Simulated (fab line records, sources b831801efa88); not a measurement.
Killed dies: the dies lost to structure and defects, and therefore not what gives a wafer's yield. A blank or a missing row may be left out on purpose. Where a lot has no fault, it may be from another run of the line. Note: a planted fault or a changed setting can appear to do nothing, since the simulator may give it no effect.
What tool caused it? || flow sky130 || 11 lots with 33 wafers sampled at 6 steps, on a route of 708 steps

WHAT EACH GAUGE READ, for each wafer
SKY_SONOS_ONO_OVL_MEAS_14.
{"lot": "L204", "measured": "day 12 22:16", "on": "overlay-02", "SONOS_ONO_OVL (nm)": "-2.3 -3.9 1.4"}
{"lot": "L205", "measured": "day 13 04:25", "on": "overlay-01", "SONOS_ONO_OVL (nm)": "0.6 0.2 1.2"}
{"lot": "L207", "measured": "day 14 05:28", "on": "overlay-02", "SONOS_ONO_OVL (nm)": "2.2 0.1 -1.5"}
{"lot": "L209", "measured": "day 14 16:52", "on": "overlay-02", "SONOS_ONO_OVL (nm)": "0.7 0.0 2.4"}
{"lot": "L212", "measured": "day 15 14:22", "on": "overlay-01", "SONOS_ONO_OVL (nm)": "1.9 -0.6 -0.3"}
{"lot": "L215", "measured": "day 16 10:40", "on": "overlay-02", "SONOS_ONO_OVL (nm)": "0.4 1.3 1.3"}
{"lot": "L219", "measured": "day 18 05:01", "on": "overlay-02", "SONOS_ONO_OVL (nm)": "-0.4 1.1 1.9"}
{"lot": "L222", "measured": "day 19 01:59", "on": "overlay-02", "SONOS_ONO_OVL (nm)": "2.2 2.5 1.0"}
{"lot": "L223", "measured": "day 19 10:26", "on": "overlay-02", "SONOS_ONO_OVL (nm)": "-0.3 0.7 -0.4"}
{"lot": "L224", "measured": "day 19 18:13", "on": "overlay-02", "SONOS_ONO_OVL (nm)": "-0.9 -0.8 1.7"}
{"lot": "L225", "measured": "day 20 03:16", "on": "overlay-02", "SONOS_ONO_OVL (nm)": "-0.3 -1.2 0.5"}

SKY_POLY_GATE_THK_MEAS_04.
{"lot": "L204", "measured": "day 15 17:43", "on": "film metro-02", "POLY_GATE_CVD_03_THK (nm)": "74.5 74.5 74.1"}
{"lot": "L205", "measured": "day 15 17:44", "on": "film metro-03", "POLY_GATE_CVD_03_THK (nm)": "74.3 74.2 74.4"}
{"lot": "L207", "measured": "day 16 21:17", "on": "film metro-02", "POLY_GATE_CVD_03_THK (nm)": "75.0 75.7 75.5"}
{"lot": "L209", "measured": "day 17 12:53", "on": "film metro-02", "POLY_GATE_CVD_03_THK (nm)": "74.6 75.2 74.6"}
{"lot": "L212", "measured": "day 18 09:44", "on": "film metro-01", "POLY_GATE_CVD_03_THK (nm)": "74.9 74.7 75.3"}
{"lot": "L215", "measured": "day 19 07:11", "on": "film metro-02", "POLY_GATE_CVD_03_THK (nm)": "73.9 73.9 73.8"}
{"lot": "L219", "measured": "day 21 02:44", "on": "film metro-03", "POLY_GATE_CVD_03_THK (nm)": "75.9 76.5 75.3"}
{"lot": "L222", "measured": "day 21 23:29", "on": "film metro-02", "POLY_GATE_CVD_03_THK (nm)": "75.6 75.7 75.4"}
{"lot": "L223", "measured": "day 22 07:02", "on": "film metro-03", "POLY_GATE_CVD_03_THK (nm)": "74.6 74.6 74.8"}
{"lot": "L224", "measured": "day 22 17:55", "on": "film metro-03", "POLY_GATE_CVD_03_THK (nm)": "75.3 75.1 75.2"}
{"lot": "L225", "measured": "day 23 04:13", "on": "film metro-01", "POLY_GATE_CVD_03_THK (nm)": "74.6 75.3 75.7"}

SKY_LDD_N_TW_MEAS_17.
{"lot": "L204", "measured": "day 18 07:32", "on": "film metro-01", "LDD_N_TW": "2553 2546 2556"}
{"lot": "L205", "measured": "day 18 07:51", "on": "film metro-01", "LDD_N_TW": "2557 2550 2564"}
{"lot": "L207", "measured": "day 19 13:11", "on": "film metro-01", "LDD_N_TW": "2555 2558 2557"}
{"lot": "L209", "measured": "day 20 05:04", "on": "film metro-01", "LDD_N_TW": "2551 2570 2565"}
{"lot": "L212", "measured": "day 21 04:20", "on": "film metro-01", "LDD_N_TW": "2543 2552 2561"}
{"lot": "L215", "measured": "day 22 00:13", "on": "film metro-04", "LDD_N_TW": "2613 2608 2598"}
{"lot": "L219", "measured": "day 23 19:56", "on": "film metro-03", "LDD_N_TW": "2586 2600 2600"}
{"lot": "L222", "measured": "day 24 15:26", "on": "film metro-03", "LDD_N_TW": "2456 2448 2464"}
{"lot": "L223", "measured": "day 24 22:04", "on": "film metro-03", "LDD_N_TW": "2468 2457 2471"}
{"lot": "L224", "measured": "day 25 08:22", "on": "film metro-04", "LDD_N_TW": "2595 2607 2606"}
{"lot": "L225", "measured": "day 25 18:22", "on": "film metro-04", "LDD_N_TW": "2612 2622 2604"}

SKY_LDD_P_CD_MEAS_07: the cd target is 380 nm.
{"lot": "L204", "measured": "day 19 13:13", "on": "cd sem-01", "cd nm (nm)": "382.3 382.6 380.5"}
{"lot": "L205", "measured": "day 19 13:32", "on": "cd sem-02", "cd nm (nm)": "376.5 376.4 376.2"}
{"lot": "L207", "measured": "day 20 18:52", "on": "cd sem-01", "cd nm (nm)": "379.7 381.2 382.3"}
{"lot": "L209", "measured": "day 21 11:31", "on": "cd sem-02", "cd nm (nm)": "380.0 378.2 378.0"}
{"lot": "L212", "measured": "day 22 11:25", "on": "cd sem-02", "cd nm (nm)": "377.1 375.5 374.2"}
{"lot": "L215", "measured": "day 23 06:58", "on": "cd sem-02", "cd nm (nm)": "378.0 380.4 377.3"}
{"lot": "L219", "measured": "day 25 01:03", "on": "cd sem-02", "cd nm (nm)": "384.5 383.7 385.3"}
{"lot": "L222", "measured": "day 25 20:40", "on": "cd sem-01", "cd nm (nm)": "381.1 380.7 380.9"}
{"lot": "L223", "measured": "day 26 03:32", "on": "cd sem-01", "cd nm (nm)": "377.1 379.4 375.5"}
{"lot": "L224", "measured": "day 26 13:58", "on": "cd sem-02", "cd nm (nm)": "382.7 379.3 378.3"}
{"lot": "L225", "measured": "day 26 22:27", "on": "cd sem-01", "cd nm (nm)": "380.4 378.1 380.3"}

WHICH TOOL RAN EACH LOT (tool, then ch and the chambers of the sampled wafers, then the start)
{"lot": "L204", "SKY_LDD_N_IMPLANT_09": "implanter-01 ch 0, day 18 06:23", "SKY_LDD_N_STRIP_16": "plasma asher-01 ch 0,1, day 18 07:26"}
{"lot": "L205", "SKY_LDD_N_IMPLANT_09": "implanter-04 ch 0, day 18 06:43", "SKY_LDD_N_STRIP_16": "plasma asher-01 ch 0,1, day 18 07:44"}
{"lot": "L207", "SKY_LDD_N_IMPLANT_09": "implanter-03 ch 0, day 19 12:05", "SKY_LDD_N_STRIP_16": "plasma asher-02 ch 0,1, day 19 13:06"}
{"lot": "L209", "SKY_LDD_N_IMPLANT_09": "implanter-04 ch 0, day 20 03:56", "SKY_LDD_N_STRIP_16": "plasma asher-04 ch 0,1, day 20 04:58"}
{"lot": "L212", "SKY_LDD_N_IMPLANT_09": "implanter-04 ch 0, day 21 03:13", "SKY_LDD_N_STRIP_16": "plasma asher-01 ch 0,1, day 21 04:15"}
{"lot": "L215", "SKY_LDD_N_IMPLANT_09": "implanter-04 ch 0, day 21 23:05", "SKY_LDD_N_STRIP_16": "plasma asher-04 ch 0,1, day 22 00:07"}
{"lot": "L219", "SKY_LDD_N_IMPLANT_09": "implanter-04 ch 0, day 23 18:47", "SKY_LDD_N_STRIP_16": "plasma asher-04 ch 1, day 23 19:50"}
{"lot": "L222", "SKY_LDD_N_IMPLANT_09": "implanter-04 ch 0, day 24 14:19", "SKY_LDD_N_STRIP_16": "plasma asher-01 ch 0,1, day 24 15:20"}
{"lot": "L223", "SKY_LDD_N_IMPLANT_09": "implanter-04 ch 0, day 24 20:58", "SKY_LDD_N_STRIP_16": "plasma asher-01 ch 0,1, day 24 21:58"}
{"lot": "L224", "SKY_LDD_N_IMPLANT_09": "implanter-03 ch 0, day 25 07:13", "SKY_LDD_N_STRIP_16": "plasma asher-01 ch 0,1, day 25 08:16"}
{"lot": "L225", "SKY_LDD_N_IMPLANT_09": "implanter-03 ch 0, day 25 17:13", "SKY_LDD_N_STRIP_16": "plasma asher-01 ch 0,1, day 25 18:16"}
- SKY_LDD_N_IMPLANT_09
- SKY_LDD_N_STRIP_16: strips in O2/N2.

WHAT THE TOOLS THEMSELVES READ (means of the sampled wafers that have a number; where no wafer has one, the mark that the record gives instead)
SKY_LDD_N_IMPLANT_09.
{"lot": "L204", "tool": "implanter-01", "dose ions cm2": 7.499e+13, "end station pressure torr (Torr)": 5.27e-06, "faraday current uA": 423}
{"lot": "L205", "tool": "implanter-04", "dose ions cm2": 7.500e+13, "end station pressure torr (Torr)": 5.30e-06, "faraday current uA": 423}
{"lot": "L207", "tool": "implanter-03", "dose ions cm2": 7.503e+13, "end station pressure torr (Torr)": 5.41e-06, "faraday current uA": 426}
{"lot": "L209", "tool": "implanter-04", "dose ions cm2": 7.494e+13, "end station pressure torr (Torr)": 5.43e-06, "faraday current uA": 419}
{"lot": "L212", "tool": "implanter-04", "dose ions cm2": 7.498e+13, "end station pressure torr (Torr)": 5.44e-06, "faraday current uA": 421}
{"lot": "L215", "tool": "implanter-04", "dose ions cm2": 7.496e+13, "end station pressure torr (Torr)": 5.25e-06, "faraday current uA": 435}
{"lot": "L219", "tool": "implanter-04", "dose ions cm2": 7.488e+13, "end station pressure torr (Torr)": 5.38e-06, "faraday current uA": 418}
{"lot": "L222", "tool": "implanter-04", "dose ions cm2": 7.477e+12, "end station pressure torr (Torr)": 4.86e-06, "faraday current uA": 42}
{"lot": "L223", "tool": "implanter-04", "dose ions cm2": 7.443e+12, "end station pressure torr (Torr)": 4.81e-06, "faraday current uA": 42}
{"lot": "L224", "tool": "implanter-03", "dose ions cm2": 7.502e+13, "end station pressure torr (Torr)": 5.41e-06, "faraday current uA": 415}
{"lot": "L225", "tool": "implanter-03", "dose ions cm2": 7.504e+13, "end station pressure torr (Torr)": 5.23e-06, "faraday current uA": 430}

SKY_LDD_N_STRIP_16.
{"lot": "L204", "tool": "plasma asher-01", "drypump motor current A (A)": 5.5, "o2 flow sccm (sccm)": 3006, "oes product au (a.u.)": 0.411, "strip time to endpoint s (s)": 4.294}
{"lot": "L205", "tool": "plasma asher-01", "drypump motor current A (A)": 5.7, "o2 flow sccm (sccm)": 3003, "oes product au (a.u.)": 0.401, "strip time to endpoint s (s)": 4.323}
{"lot": "L207", "tool": "plasma asher-02", "drypump motor current A (A)": 6.0, "o2 flow sccm (sccm)": 2993, "oes product au (a.u.)": 0.411, "strip time to endpoint s (s)": 4.311}
{"lot": "L209", "tool": "plasma asher-04", "drypump motor current A (A)": 6.0, "o2 flow sccm (sccm)": 2998, "oes product au (a.u.)": 0.409, "strip time to endpoint s (s)": 4.314}
{"lot": "L212", "tool": "plasma asher-01", "drypump motor current A (A)": 5.4, "o2 flow sccm (sccm)": 2998, "oes product au (a.u.)": 0.408, "strip time to endpoint s (s)": 4.306}
{"lot": "L215", "tool": "plasma asher-04", "drypump motor current A (A)": 6.0, "o2 flow sccm (sccm)": 3002, "oes product au (a.u.)": 0.410, "strip time to endpoint s (s)": 4.324}
{"lot": "L219", "tool": "plasma asher-04", "drypump motor current A (A)": 6.3, "o2 flow sccm (sccm)": 2994, "oes product au (a.u.)": 0.405, "strip time to endpoint s (s)": 4.321}
{"lot": "L222", "tool": "plasma asher-01", "drypump motor current A (A)": 5.4, "o2 flow sccm (sccm)": 2987, "oes product au (a.u.)": 0.402, "strip time to endpoint s (s)": 4.153}
{"lot": "L223", "tool": "plasma asher-01", "drypump motor current A (A)": 5.4, "o2 flow sccm (sccm)": 3007, "oes product au (a.u.)": 0.407, "strip time to endpoint s (s)": 4.160}
{"lot": "L224", "tool": "plasma asher-01", "drypump motor current A (A)": 5.7, "o2 flow sccm (sccm)": 3000, "oes product au (a.u.)": 0.403, "strip time to endpoint s (s)": 4.326}
{"lot": "L225", "tool": "plasma asher-01", "drypump motor current A (A)": 5.8, "o2 flow sccm (sccm)": 2998, "oes product au (a.u.)": 0.402, "strip time to endpoint s (s)": 4.320}

THE ANSWER, worked out from the rows above alone
Rule: the usual values come from the lots themselves. The widest of any qualifying gaps counts: lots, ordered by their means at a reading, are off when they make up no more than a third of the lots, leave a main group of 4 or more, and stand apart from it by 3 or more times the standard deviation of that group's means. A main group is skipped when, at the precision printed for the reading in the tables above, its means are all equal. A lot without any number at a reading at which 4 lots or more have one is off too. Where the step has rows for the other lots, those lots are counted as sound. After the gauges, taken in route order, come the tools' own readings; for these a lot's mean is taken, as printed above. The first step at which some lot is off is used, and at that step the reading that is off furthest; a lot without a number counts as furthest.
Off: L222, L223, seen at SKY_LDD_N_TW_MEAS_17 (LDD_N_TW). For the main group the mean is 2577 and the standard deviation 25.
A tool fits if, at a process step before that reading, it ran every lot that is off, and no sound lot after the first of them. Not tried: the gauges at SKY_LDD_N_TW_MEAS_17; whatever is off there is also off at SKY_LDD_N_IMPLANT_09, on other tools, and gauge error can't account for it. One fits: implanter-04 at SKY_LDD_N_IMPLANT_09. A fault onset in the window from L219 (day 23 18:47, its last sound lot) to L222 (day 24 14:19, its first lot off) fits.
The tool's own readings at SKY_LDD_N_IMPLANT_09 bear it out: on the lots that are off they differ by more than 5 times the standard deviation of the sound lots' means. dose ions cm2 reads 7.460e+12 there against 7.498e+13 on the sound lots; end station pressure torr reads 4.84e-06 Torr there against 5.35e-06 Torr on the sound lots; faraday current uA reads 42 there against 423 on the sound lots.

WHAT WAS PUT IN BY THE SIMULATOR
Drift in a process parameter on implanter-04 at SKY_LDD_N_IMPLANT_09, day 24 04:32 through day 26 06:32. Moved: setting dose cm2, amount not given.
Lots struck among those shown: L222, L223. The rule above reached the same finding.
